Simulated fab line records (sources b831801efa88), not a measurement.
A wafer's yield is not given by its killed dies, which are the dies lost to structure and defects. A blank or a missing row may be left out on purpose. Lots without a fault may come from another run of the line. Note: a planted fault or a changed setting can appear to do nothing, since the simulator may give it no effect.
Check of tool commonality + flow sky130 + Lots sampled 12, wafers sampled 36

## REASON IT WAS OPENED
Of 12 lots, 3 have the reading LDD_HVP_TW flagged at SKY_LDD_HVP_TW_MEAS_10. Fault-free wafers read 457, with a standard deviation of 4.9.
Rule: a lot is flagged in two cases, either no wafer of it has a number, or all its wafers with numbers fall more than 4 standard deviations from that mean. The rest of the lots are taken to be sound.

| lot  | measured     | on            | LDD_HVP_TW, wafer by wafer | flag    |
|------|--------------|---------------|----------------------------|---------|
| L580 | day 21 10:31 | film_metro-02 | 567 568 568                | FLAGGED |
| L581 | day 21 11:07 | film_metro-02 | 458 458 456                |         |
| L582 | day 21 12:54 | film_metro-02 | 457 459 459                |         |
| L583 | day 22 04:20 | film_metro-01 | 578 575 574                | FLAGGED |
| L585 | day 23 04:43 | film_metro-03 | 561 563 561                | FLAGGED |
| L592 | day 28 00:08 | film_metro-02 | 457 459 461                |         |
| L594 | day 28 05:02 | film_metro-03 | 447 449 449                |         |
| L595 | day 28 06:45 | film_metro-03 | 452 449 450                |         |
| L598 | day 28 14:28 | film_metro-03 | 449 449 449                |         |
| L599 | day 28 15:58 | film_metro-03 | 450 450 451                |         |
| L602 | day 29 11:47 | film_metro-01 | 465 464 464                |         |
| L603 | day 29 18:37 | film_metro-02 | 459 459 457                |         |
The mean of the flagged lots' numbers is 568, +111 from the usual (+23 standard deviations).

## WHICH TOOL RAN EACH LOT
Before the reading, the record contains 2 process steps out of a 708-step route. Read each cell as the tool, then ch plus the chambers that the sampled wafers visited, then the start.
| lot  | flag    | SKY_RES_PROTECT_STRIP_07             | SKY_LDD_HVP_IMPLANT_08          |
|------|---------|--------------------------------------|---------------------------------|
| L580 | FLAGGED | plasma_asher-02 ch 0,1, day 14 21:03 | implanter-02 ch 0, day 21 09:56 |
| L581 |         | plasma_asher-02 ch 0,1, day 15 00:46 | implanter-03 ch 0, day 21 10:53 |
| L582 |         | plasma_asher-02 ch 0,1, day 15 02:17 | implanter-03 ch 0, day 21 12:41 |
| L583 | FLAGGED | plasma_asher-01 ch 0,1, day 15 16:48 | implanter-02 ch 0, day 22 03:46 |
| L585 | FLAGGED | plasma_asher-02 ch 0,1, day 16 15:12 | implanter-04 ch 0, day 23 04:10 |
| L592 |         | plasma_asher-04 ch 0,1, day 21 13:31 | implanter-02 ch 0, day 27 23:53 |
| L594 |         | plasma_asher-02 ch 0,1, day 21 18:27 | implanter-03 ch 0, day 28 04:47 |
| L595 |         | plasma_asher-04 ch 0,1, day 21 18:45 | implanter-04 ch 0, day 28 06:31 |
| L598 |         | plasma_asher-01 ch 0,1, day 22 04:33 | implanter-02 ch 0, day 28 14:13 |
| L599 |         | plasma_asher-01 ch 0,1, day 22 05:12 | implanter-04 ch 0, day 28 15:43 |
| L602 |         | plasma_asher-01 ch 0,1, day 23 05:12 | implanter-02 ch 0, day 29 11:32 |
| L603 |         | plasma_asher-01 ch 0,1, day 23 11:41 | implanter-04 ch 0, day 29 18:25 |
What is done by these steps:
- SKY_RES_PROTECT_STRIP_07: strips in O2/N2.
- SKY_LDD_HVP_IMPLANT_08
- SKY_LDD_HVP_TW_MEAS_10

## FLAGGED OVER TOTAL, TOOL BY TOOL (the gauges that took the reading come last)
| step                     | tool            | lots run | flagged | share of the flagged lots | sound lots run after its first flagged lot |
|--------------------------|-----------------|----------|---------|---------------------------|--------------------------------------------|
| SKY_RES_PROTECT_STRIP_07 | plasma_asher-01 | 5        | 1       | some                      | 4 (L598,L599,L602,L603)                    |
| SKY_RES_PROTECT_STRIP_07 | plasma_asher-02 | 5        | 2       | some                      | 3 (L581,L582,L594)                         |
| SKY_RES_PROTECT_STRIP_07 | plasma_asher-04 | 2        | 0       | none                      | -                                          |
| SKY_LDD_HVP_IMPLANT_08   | implanter-02    | 5        | 2       | some                      | 3 (L592,L598,L602)                         |
| SKY_LDD_HVP_IMPLANT_08   | implanter-03    | 3        | 0       | none                      | -                                          |
| SKY_LDD_HVP_IMPLANT_08   | implanter-04    | 4        | 1       | some                      | 3 (L595,L599,L603)                         |
| SKY_LDD_HVP_TW_MEAS_10   | film_metro-01   | 2        | 1       | some                      | 1 (L602)                                   |
| SKY_LDD_HVP_TW_MEAS_10   | film_metro-02   | 5        | 1       | some                      | 4 (L581,L582,L592,L603)                    |
| SKY_LDD_HVP_TW_MEAS_10   | film_metro-03   | 5        | 1       | some                      | 4 (L594,L595,L598,L599)                    |

## THE TABLE: WHAT IT ALLOWS
No row of the table ran every flagged lot.

## WHAT THE SIMULATOR HAD INSERTED
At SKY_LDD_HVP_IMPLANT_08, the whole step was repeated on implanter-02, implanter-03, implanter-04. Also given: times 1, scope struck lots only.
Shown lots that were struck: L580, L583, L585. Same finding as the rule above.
